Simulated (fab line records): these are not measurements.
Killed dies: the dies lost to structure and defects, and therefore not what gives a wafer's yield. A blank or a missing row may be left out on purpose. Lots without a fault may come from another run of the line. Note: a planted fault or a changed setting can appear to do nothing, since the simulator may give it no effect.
A struck lot beside a sound one -- flow gf180mcu -- 17 steps out of a route of 602
Sound: these wafers, L821.1, L821.3, L821.5. Struck: wafer L812.3. (L812.1, L812.2 of the same lot were not struck and are left out.) The cause comes at the end.
Each step with rows lists, per side, the tool, then ch with its chambers, then its first start. Under that, the readings that differ: sound wafers -- struck wafers -- difference of the means -- sigmas: that difference in standard deviations of wafers without a fault.
alike: readings whose means differ by less than 2 such deviations, and words and numbers that are the same on both sides. not compared: withheld readings, readings that some wafer has no value for, bounds like >300 that may hide the same value, and numbers for which the record gives no deviation and whose values overlap.
The two part at a step that has a row with sigmas, a row that says differs or no value, or rows on one side only. Non-overlapping numbers with no deviation appear without sigmas and do not part them. A reading that every wafer of one side lacks parts them only if that side has two wafers or more.

first, 3 steps without rows for these wafers: GF_V2_EXPOSE_11 (exposes mask Via2, target cd 260 nm); GF_V2_PEB_12 (peb time 90 s); GF_V2_DEVELOP_13 (develop time 60 s).
GF_V2_CD_MEAS_14: target cd 260 nm.
  sound on cdSem-01 at day 27 16:07; struck on cdSem-01 at day 25 03:26
  alike: cdNm
GF_V2_OVL_MEAS_15:
  sound on overlay-01 at day 27 16:14; struck on overlay-02 at day 25 03:33
  alike: V2_OVL
GF_V2_ETCH_16: etches BARC in N2/H2.
  sound on rieDiel-02 ch 0,2,3, day 27 16:17; struck on rieDiel-03 ch 2, day 25 03:35
  alike: chamberPressureMTorr, drypumpMotorCurrentA, oesProductAu, throttleValvePct
GF_V2_ETCH_17: etches SiO2 in C4F8/O2/Ar, stops on TiN, target depth 630 nm.
  sound: rieDiel-02 ch 0,2,3; struck: rieDiel-03 ch 2
  alike: chamberPressureMTorr, oesProductAu
then, 3 steps without rows for these wafers: GF_V2_STRIP_18 (strips in O2/N2); GF_V2_STRIP_19 (strips in post etch residue remover, time 1200 s); GF_V2_CLEAN_20 (cleans in DIW).
GF_V2_SPUTTER_21: material Ti, target thk 15 nm, time 80.02 s.
  sound on pvdSputter-04 at day 27 16:57; struck on pvdSputter-03 at day 25 04:16
  alike: throttleValvePct
GF_V2_SPUTTER_22: material TiN, target thk 10 nm, time 40 s.
  sound on pvdSputter-04 at day 27 17:04; struck on pvdSputter-03 at day 25 04:20
  alike: throttleValvePct
GF_V2_CVD_23: deposits W, target thk 350 nm, time 104.94 s.
  sound on cvdW-01 ch 0,1, day 27 17:09; struck on cvdW-01 ch 0, day 25 04:22
reading,sound,struck,difference,sigmas
model.W_of_V2_CVD_23.thkNm (nm),341.5 354.1 356.3,460.7,+110.1,
  alike: heaterPowerW
GF_V2_RS_MEAS_24: measures by four-point-probe.
  sound on filmMetro-01 at day 27 17:16; struck on filmMetro-03 at day 25 04:29
reading,sound,struck,difference,sigmas
V2_W_RS (ohm/sq),0.336 0.323 0.321,0.248,-0.079,-17
GF_V2_THK_MEAS_25: measures by xrf.
  sound on filmMetro-01 at day 27 17:23; struck on filmMetro-03 at day 25 04:36
reading,sound,struck,difference,sigmas
V2_W_THK (nm),346 358 361,469,+114,+20
GF_V2_CMP_26: polishes, stops on SiO2, t overpolish 15 s, target thk 0 nm.
  sound on cmp-01 ch 0,1,2, day 27 17:26; struck on cmp-02 ch 0, day 25 04:43
reading,sound,struck,difference,sigmas
timeToEndpointS (s),87 93 89,115,+25,+7
  alike: motorCurrentA
GF_M3_SPUTTER_00: material Ti, target thk 37.5 nm, time 150 s.
  sound on pvdSputter-01 at day 27 17:44; struck on pvdSputter-01 at day 25 04:58
  alike: throttleValvePct

WHERE THEY PART
Last at GF_V2_CMP_26 as far as this record goes, first at GF_V2_RS_MEAS_24. Later steps at which nothing parts them and some readings are alike: GF_M3_SPUTTER_00.

WHY: what had been put in by the simulator
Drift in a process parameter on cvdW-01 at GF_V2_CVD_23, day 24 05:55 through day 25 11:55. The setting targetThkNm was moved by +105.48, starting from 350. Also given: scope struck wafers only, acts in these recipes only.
